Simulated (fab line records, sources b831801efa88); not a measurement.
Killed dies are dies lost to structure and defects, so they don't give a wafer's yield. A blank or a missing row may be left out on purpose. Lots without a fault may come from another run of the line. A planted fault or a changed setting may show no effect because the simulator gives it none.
fab line records | flow gf180mcu
record lots=6 wafers=18 last_day=35
route steps=602 shown STI@3 PASSIVATION@602
lots that met no fault: from a run of the same line without faults
start_h: hours from the record's first day to the start of the lot's first wafer shown | wait_h: hours since the lot's step before | " the same as in the row above | L1.1+2: a row that stands for several wafers | - no value, or no start given | * or withheld: withheld | < > ~ a bound
route shown NAME@n: a module of which the file shows steps, and the number in the route of the first | usual: mean/standard deviation of fault-free wafers | same: alike in all rows | chamber/n: place in a boat | sites: the reading at each site | _std_site: their standard deviation | _edge_site: outer sites' mean less inner sites' | radius_mm: how far each site lies from the wafer's centre | mask NAME#n: copy n | behind: the tool/chamber that last shaped the wafer | hold: why the lot was held/for how many hours/how that ended | device: the transistor (n, p or np) that didn't switch | end of line: the same wafers' tests at the end of the route | a step without rows: its recipe alone | killed: dies lost to structure and defects at the first sort, not the wafer's yield | map: a wafer's dies, x killed, . not, _ none there
set.NAME: the setting as run; set.NAME@STEP: as run at that earlier step | model.NAME: the simulator's own value behind a step, which no gauge read
lots at some steps of the route; a table a step, a row a wafer
services: from which hour (start_h, from the record's first day; less than 0 if before it) a tool's chamber was out of use, for how many hours, and why
## steps
# step GF_STI_THK_MEAS_02
# recipe reads=SiO2_of_STI_OXIDATION_01
# usual STI_OXIDATION_THK=9.98/0.18
# columns lot.wafer tool chamber start_h wait_h STI_OXIDATION_THK[nm]
L849.1 film_metro-03 - 17.85 0.0 10.09
L849.2 " - " " 10.22
L849.4 " - " " 10.11
L854.2 film_metro-02 - 42.47 0.0 9.69
L854.3 " - " " 9.75
L854.5 " - " " 9.47
L855.1 film_metro-02 - 46.51 0.0 10.27
L855.4 " - " " 10.15
L855.5 " - " " 10.14
L865.2 film_metro-03 - 97.59 0.0 9.77
L865.3 " - " " 9.91
L865.5 " - " " 10.08
L869.3 film_metro-01 - 116.53 0.0 9.98
L869.5 " - " " 9.91
L869.6 " - " " 10.08
L870.2 film_metro-03 - 121.67 0.0 9.87
L870.5 " - " " 9.90
L870.6 " - " " 9.75
# step GF_STI_CVD_03
# recipe material=Si3N4 precursor=DCS/NH3 target_thk_nm=207.16 temp_c=770 time_s=3551 pressure_mtorr=250
# step GF_STI_THK_MEAS_04
# recipe reads=Si3N4_of_STI_CVD_03
# usual STI_CVD_03_THK=205.8/1.4
# columns lot.wafer tool chamber start_h wait_h STI_CVD_03_THK[nm]
L849.1 film_metro-03 - 19.90 0.0 207.7
L849.2 " - " " 207.5
L849.4 " - " " 206.5
L854.2 film_metro-02 - 44.51 0.0 207.0
L854.3 " - " " 206.9
L854.5 " - " " 205.9
L855.1 film_metro-01 - 48.56 0.0 206.9
L855.4 " - " " 205.9
L855.5 " - " " 206.8
L865.2 film_metro-02 - 99.64 0.0 206.1
L865.3 " - " " 206.2
L865.5 " - " " 205.4
L869.3 film_metro-01 - 118.58 0.0 206.0
L869.5 " - " " 205.6
L869.6 " - " " 203.5
L870.2 film_metro-02 - 123.72 0.0 206.4
L870.5 " - " " 206.7
L870.6 " - " " 207.1
# step GF_STI_DEHYDRATE_05
# recipe temp_c=200 time_s=60
# step GF_STI_HMDS_06
# recipe prime_time_s=60 prime_temp_c=120
# step GF_STI_COAT_07
# recipe resist=KrF spin_rpm=withheld resist_thk_nm=700
# step GF_STI_SOFTBAKE_08
# recipe temp_c=130 time_s=60 resist=KrF
# step GF_STI_EXPOSE_09
# recipe mask_id=COMP target_cd_nm=220 na=0.68 source_shape=conventional sigma_outer=0.6 dose_mj=28
# step GF_STI_PEB_10
# recipe peb_temp_c=134.7 peb_time_s=90 resist=KrF
# step GF_STI_DEVELOP_11
# recipe develop_time_s=60 dev_temp_c=21
# step GF_STI_CD_MEAS_12
# recipe target_cd_nm=220
# usual cd_nm=219.7/1.3
# columns lot.wafer tool chamber start_h wait_h cd_nm
L849.1 cd_sem-01 - 31.84 0.1 220.4
L849.2 " - " " 219.5
L849.4 " - " " 218.7
L854.2 cd_sem-01 - 57.41 0.1 219.4
L854.3 " - " " 218.4
L854.5 " - " " 216.8
L855.1 cd_sem-01 - 61.13 0.2 220.0
L855.4 " - " " 221.9
L855.5 " - " " 219.8
L865.2 cd_sem-01 - 114.02 0.1 221.4
L865.3 " - " " 221.2
L865.5 " - " " 222.1
L869.3 cd_sem-01 - 133.25 0.1 221.1
L869.5 " - " " 220.6
L869.6 " - " " 221.8
L870.2 cd_sem-01 - 138.61 0.1 219.5
L870.5 " - " " 221.0
L870.6 " - " " 219.8
# step GF_STI_ETCH_13
# recipe chemistry=CHF3/O2 stop_on=Si over_etch_frac=0.3 target_depth_a=2823.1 source_w=583 bias_w=200 pressure_mtorr=40 chf3_flow_sccm=50 O2_flow_sccm=5 time_s=112.9
# usual O2_flow_sccm=4.999/0.015 drypump_motor_current_A=5.7/0.43 oes_product_au=0.830/0.0056 run_length_s=141.1/0.43 throttle_valve_pct=8.810/0.0094
# columns lot.wafer tool chamber start_h wait_h O2_flow_sccm drypump_motor_current_A oes_product_au rf_hours_counter_h run_length_s throttle_valve_pct
L849.1 rie_diel-01 3 31.96 0.1 4.997 5.3 0.829 77 140.9 8.819
L849.2 " 1 " " 5.010 6.3 0.827 31 141.5 8.822
L849.4 " 0 " " 4.999 5.1 0.834 161 140.4 8.811
L854.2 rie_diel-01 2 57.51 0.1 5.016 4.9 0.831 110 141.1 8.812
L854.3 " 3 " " 5.013 5.3 0.830 77 141.1 8.795
L854.5 " 3 " " 5.021 5.4 0.828 - 140.9 8.811
L855.1 rie_diel-02 2 61.25 0.1 4.968 6.2 0.824 80 141.2 8.819
L855.4 " 0 " " 5.003 5.1 0.826 34 140.9 8.812
L855.5 " 0 " " 4.996 5.1 0.821 - 141.1 8.810
L865.2 rie_diel-02 0 114.12 0.1 4.994 5.1 0.827 35 141.2 8.802
L865.3 " 2 " " 5.001 6.2 0.830 82 140.7 8.834
L865.5 " 0 " " 5.007 5.1 0.830 - 141.5 8.830
L869.3 rie_diel-01 3 133.33 0.1 5.010 5.3 0.834 79 141.1 8.797
L869.5 " 2 " " 4.977 4.9 0.827 - 141.2 8.787
L869.6 " 1 " " 5.006 6.2 0.828 - 142.1 8.816
L870.2 rie_diel-03 3 138.71 0.1 5.009 6.2 0.826 3 141.1 8.828
L870.5 " 1 " " 5.027 5.9 0.837 - 140.9 8.797
L870.6 " 0 " " 4.972 5.7 0.833 - 141.6 8.818
# step GF_STI_ETCH_14
# recipe target=Si chemistry=HBr/Cl2/O2 target_depth_nm=360 icp_w=600 bias_w=150 pressure_mtorr=15 HBr_flow_sccm=150 Cl2_flow_sccm=40 O2_flow_sccm=6 time_s=102.9
# usual HBr_flow_sccm=149.9/0.48 O2_flow_sccm=6.001/0.019 drypump_motor_current_A=5.5/0.51 oes_product_au=1.008/0.008 run_length_s=131.1/0.36 throttle_valve_pct=25.651/0.011
# columns lot.wafer tool chamber start_h wait_h HBr_flow_sccm O2_flow_sccm drypump_motor_current_A oes_product_au rf_hours_counter_h run_length_s throttle_valve_pct model.STI.feature_depth_nm model.etch.depth_nm model.KrF_of_STI_COAT_07.thk_nm
L849.1 rie_si-02 2 32.04 0.0 150.0 5.984 5.9 0.996 134 130.7 25.662 357.8 357.8 322.1
L849.2 " 1 " " 149.2 5.990 5.7 1.008 89 131.7 25.649 365.9 365.9 321.8
L849.4 " 3 " " 149.3 5.986 5.7 1.012 143 130.8 25.657 366.7 366.7 323.1
L854.2 rie_si-02 2 57.59 0.0 149.4 6.007 6.0 0.985 134 131.1 25.660 356.4 356.4 327.1
L854.3 " 3 " " 150.0 5.992 5.7 1.013 143 131.1 25.640 369 369 318.5
L854.5 " 0 " " 149.2 6.006 6.4 1.002 - 130.9 25.637 364.6 364.6 318.8
L855.1 rie_si-01 2 61.33 0.0 150.1 6.008 4.9 1.012 23 131.5 25.644 368.7 368.7 327.1
L855.4 " 3 " " 150.6 6.016 4.9 1.009 112 131.4 25.665 369.1 369.1 322.3
L855.5 " 0 " " 150.1 6.005 5.2 1.009 - 131.2 25.661 369.5 369.5 320.4
L865.2 rie_si-01 1 114.20 0.0 150.4 5.973 5.7 1.007 91 130.8 25.653 359.4 359.4 322.5
L865.3 " 0 " " 149.6 6.003 5.1 1.019 80 130.7 25.640 369.1 369.1 322.3
L865.5 " 3 " " 149.4 5.983 4.9 1.004 - 131.2 25.649 363.6 363.6 324.3
L869.3 rie_si-02 1 133.41 0.0 150.4 5.984 5.7 1.016 89 78.2 25.647 176.2 176.2 386.3
L869.5 " 2 " " 149.5 6.003 6.0 1.002 - 77.5 25.664 175.6 175.6 388.4
L869.6 " 3 " " 149.6 5.989 5.8 1.017 - 77.8 25.634 176.4 176.4 385
L870.2 rie_si-02 0 138.79 0.0 149.5 5.989 6.4 1.005 58 77.5 25.654 177 177 376.4
L870.5 " 2 " " 148.9 6.002 6.0 1.008 - 77.5 25.649 175.9 175.9 382.6
L870.6 " 1 " " 150.1 6.004 5.7 1.011 - 78.3 25.652 176.9 176.9 382.5
# step GF_STI_STRIP_15
# recipe chemistry=O2/N2 power_w=1400 pressure_mtorr=1500 platen_temp_c=250 o2_flow_sccm=3000 n2_flow_sccm=300 overash_fraction=0.5
# usual drypump_motor_current_A=6.0/0.32 heater_power_w=374/56 oes_product_au=0.385/0.005 strip_time_to_endpoint_s=3.76/0.042
# columns lot.wafer tool chamber start_h wait_h drypump_motor_current_A heater_power_w oes_product_au rf_hours_counter_h strip_time_to_endpoint_s
L849.1 plasma_asher-02 0 32.11 0.0 6.3 353 0.386 36 3.76
L849.2 " 1 " " 6.2 468 0.381 36 3.73
L849.4 " 1 " " 6.2 459 0.382 - 3.76
L854.2 plasma_asher-01 0 57.66 0.0 5.7 376 0.388 41 3.80
L854.3 " 0 " " 5.6 381 0.385 - 3.71
L854.5 " 0 " " 5.7 374 0.382 - 3.71
L855.1 plasma_asher-03 1 61.40 0.0 6.3 307 0.386 40 3.79
L855.4 " 0 " " 5.5 443 0.384 - 3.75
L855.5 " 1 " " 6.3 306 0.385 - 3.73
L865.2 plasma_asher-03 0 114.27 0.0 5.6 441 0.379 45 3.75
L865.3 " 0 " " 5.6 435 0.385 - 3.76
L865.5 " 0 " " 5.5 435 0.389 - 3.77
L869.3 plasma_asher-01 1 133.51 0.1 6.1 331 0.410 - 4.42
L869.5 " 1 " " 6.1 326 0.417 - 4.44
L869.6 " 0 " " 5.7 372 0.408 - 4.42
L870.2 plasma_asher-01 0 138.86 0.1 5.6 384 0.412 50 4.32
L870.5 " 0 " " 5.6 371 0.411 - 4.38
L870.6 " 1 " " 6.1 328 0.415 - 4.38
# step GF_STI_CLEAN_16
# recipe chemistry=dHF time_s=25 dilution=100:1
# step GF_PASSIVATION_PROBE_99
# columns lot.wafer tool chamber start_h wait_h model.etest.pwell_in_dnwell.line_ohm_um model.etest.ldpmos_10p0.r_on_ohm_um model.etest.pwell_in_dnwell.rs_ohm_sq model.etest.ldnmos_10p0.r_on_ohm_um model.etest.p_drift.rs_ohm_sq model.etest.n_drift.rs_ohm_sq model.etest.nwell.line_ohm_um model.etest.nwell.rs_ohm_sq
L849.1 prober-01 - 683.27 0.1 3865 1.108e+04 2287 3668 2395 1113 1103 965.3
L849.2 prober-01 - 683.32 0.1 3978 1.11e+04 2335 3725 2454 1156 1133 982.3
L849.4 prober-01 - 683.42 0.2 3976 1.109e+04 2352 3723 2484 1156 1147 982.4
L854.2 prober-01 - 717.04 0.1 3767 1.118e+04 2279 3689 2266 1201 1176 1008
L854.3 prober-01 - 717.09 0.2 3882 1.131e+04 2387 3737 2367 1266 1230 1044
L854.5 prober-01 - 717.19 0.2 3878 1.117e+04 2335 3707 2301 1234 1203 1026
L855.1 prober-02 - 720.06 0.1 4012 1.1e+04 2458 3714 2460 1175 1136 977
L855.4 prober-02 - 720.21 0.2 4014 1.094e+04 2447 3726 2489 1174 1157 991.5
L855.5 prober-02 - 720.26 0.2 4058 1.113e+04 2478 3739 2503 1180 1156 989.2
L869.3 prober-02 - 805.04 0.2 2651 9873 1649 3011 1839 817.1 863.2 729
L869.5 prober-02 - 805.14 0.2 2672 9943 1647 2979 1843 818.4 862.3 732.8
L869.6 prober-02 - 805.19 0.3 2639 9960 1624 3001 1839 812.1 853.6 724.3
L870.2 prober-01 - 811.44 0.1 2762 9937 1680 3017 1840 821.8 844.6 726.9
L870.5 prober-01 - 811.59 0.2 2760 1.001e+04 1680 3016 1827 822.4 837.5 720.3
L870.6 prober-01 - 811.64 0.2 2755 9813 1690 3009 1832 824.5 833.7 721.5
L865.2 prober-02 - 831.69 0.1 3929 1.111e+04 2388 3718 2490 1180 1193 1030
L865.3 prober-02 - 831.74 0.2 4106 1.116e+04 2472 3736 2590 1230 1203 1052
L865.5 prober-02 - 831.84 0.2 4042 1.109e+04 2427 3738 2530 1198 1201 1035
# killed by level:class
L849.1 V2:geometric_particle:open=6 STI:geometric_particle:open=4 CONTACT:geometric_particle:open=4 CONTACT:geometric_particle:short=3 M1:geometric_particle:short=3 V1:geometric_particle:open=3 V5:geometric_particle:open=3 STI:geometric_particle:short=2
L849.2 STI:geometric_particle:open=5 M3:geometric_particle:short=5 V3:geometric_particle:open=5 CONTACT:geometric_particle:open=4 V1:geometric_particle:open=4 V5:geometric_particle:open=4 M4:geometric_particle:short=4 V4:geometric_particle:open=4
L849.4 V5:geometric_particle:open=7 V4:geometric_particle:open=5 V1:geometric_particle:open=4 V3:geometric_particle:open=4 STI:geometric_particle:short=3 V2:geometric_particle:short=3 V2:geometric_particle:open=3 M4:geometric_particle:short=3
L854.2 V5:geometric_particle:open=6 STI:geometric_particle:open=4 V2:geometric_particle:open=4 STI:geometric_particle:short=3 M1:geometric_particle:short=3 CONTACT:geometric_particle:open=3 M5:geometric_particle:short=3 V1:geometric_particle:open=2
L854.3 V1:geometric_particle:open=4 M2:geometric_particle:short=4 M3:geometric_particle:short=4 V3:geometric_particle:open=4 V4:geometric_particle:short=4 V4:geometric_particle:open=4 CONTACT:geometric_particle:short=3 M1:geometric_particle:short=3
L854.5 V5:geometric_particle:open=6 V1:geometric_particle:open=5 V3:geometric_particle:open=3 M5:geometric_particle:short=3 CONTACT:geometric_particle:open=2 CONTACT:geometric_particle:short=2 V4:geometric_particle:open=2 POLY_GATE:geometric_particle:open=1
L855.1 CONTACT:geometric_particle:open=5 V1:geometric_particle:open=5 V5:geometric_particle:short=4 V4:geometric_particle:open=4 STI:geometric_particle:short=3 V3:geometric_particle:open=3 V5:geometric_particle:open=3 CONTACT:geometric_particle:short=2
L855.4 STI:geometric_particle:open=4 V5:geometric_particle:short=4 CONTACT:geometric_particle:open=3 V1:geometric_particle:open=3 M4:geometric_particle:short=3 V3:geometric_particle:open=3 CONTACT:geometric_particle:short=2 V3:geometric_particle:short=2
L855.5 V3:geometric_particle:open=5 STI:geometric_particle:short=4 CONTACT:geometric_particle:open=4 V3:geometric_particle:short=4 V1:geometric_particle:open=3 V2:geometric_particle:open=3 V5:geometric_particle:open=3 SAB:geometric_particle:open=2
L865.2 V1:geometric_particle:open=7 V3:geometric_particle:open=7 CONTACT:geometric_particle:open=5 V2:geometric_particle:open=4 V4:geometric_particle:open=3 V5:geometric_particle:open=3 M2:geometric_particle:short=3 M5:geometric_particle:short=3
L865.3 V1:geometric_particle:open=6 V4:geometric_particle:short=5 V1:geometric_particle:short=4 V2:geometric_particle:short=4 V5:geometric_particle:short=4 STI:geometric_particle:open=3 CONTACT:geometric_particle:open=3 M2:geometric_particle:short=3
L865.5 V4:geometric_particle:open=5 V3:geometric_particle:open=5 STI:geometric_particle:open=4 CONTACT:geometric_particle:open=4 M1:geometric_particle:open=3 V1:geometric_particle:short=3 V2:geometric_particle:short=3 STI:geometric_particle:short=2
## services
# columns tool chamber start_h hours kind
rie_diel-03 3 16.62 - clean
plasma_asher-02 - 30.30 0.7 repair
rie_si-02 - 36.18 14.6 pm
rie_diel-01 3 40.59 1.5 repair
rie_diel-03 1 47.79 3.9 repair
rie_diel-02 3 56.89 3.7 repair
rie_diel-01 - 69.16 1.9 repair
rie_si-01 1 70.09 1.6 repair
rie_diel-03 2 73.91 5.1 repair
rie_diel-02 0 82.41 2.0 repair
rie_diel-02 3 83.92 4.8 repair
plasma_asher-01 - 86.56 1.2 repair
rie_diel-01 3 87.15 7.0 repair
rie_si-01 2 92.69 5.9 repair
plasma_asher-03 - 104.15 9.4 repair
plasma_asher-02 - 108.75 9.0 pm
rie_si-01 - 112.69 0.4 repair
rie_si-02 3 113.05 - clean
rie_si-02 3 113.05 13.6 scheduled_down
rie_si-02 3 113.05 13.6 vent_cycle
rie_diel-01 0 116.78 - clean
rie_diel-01 0 116.78 19.4 scheduled_down
rie_diel-01 0 116.78 19.4 vent_cycle
rie_si-01 2 125.43 2.6 repair
## key
first_sign step=GF_STI_ETCH_14 reading=run_length_s direction=down sigmas=99+ usual=* struck=*
effect step=GF_STI_STRIP_15 reading=strip_time_to_endpoint_s direction=up sigmas=15 usual=* struck=*
model_effect step=GF_STI_ETCH_14 value=STI.feature_depth_nm without=366.7 struck=176.3
model_effect step=GF_PASSIVATION_PROBE_99 value=etest.pwell_in_dnwell.line_ohm_um without=4159 struck=2706
met_at GF_STI_ETCH_14
struck_wafers L869.3,L869.5,L869.6,L870.2,L870.5,L870.6
sort_left_out L869.3,L869.5,L869.6,L870.2,L870.5,L870.6
tester_left_out L869,L870
onset_between 57.59 133.41
fault kind=process_parameter_drift tool=rie_si-02 chamber=- onset_h=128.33 steps=GF_STI_ETCH_14 channel=time_s offset=* shape=step end_h=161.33 acts_in=* stated=*
# tester_left_out: of these lots the tester's yield and bins aren't shown, on N5 and GAA mostly nor the transistor test; their killed dies are dies lost to structure and defects alone, not to doping, threshold or leakage, so they don't give the yield
# sort_left_out: the simulated sort isn't trusted on such a fault, so these wafers' sort isn't shown, and their yield isn't known
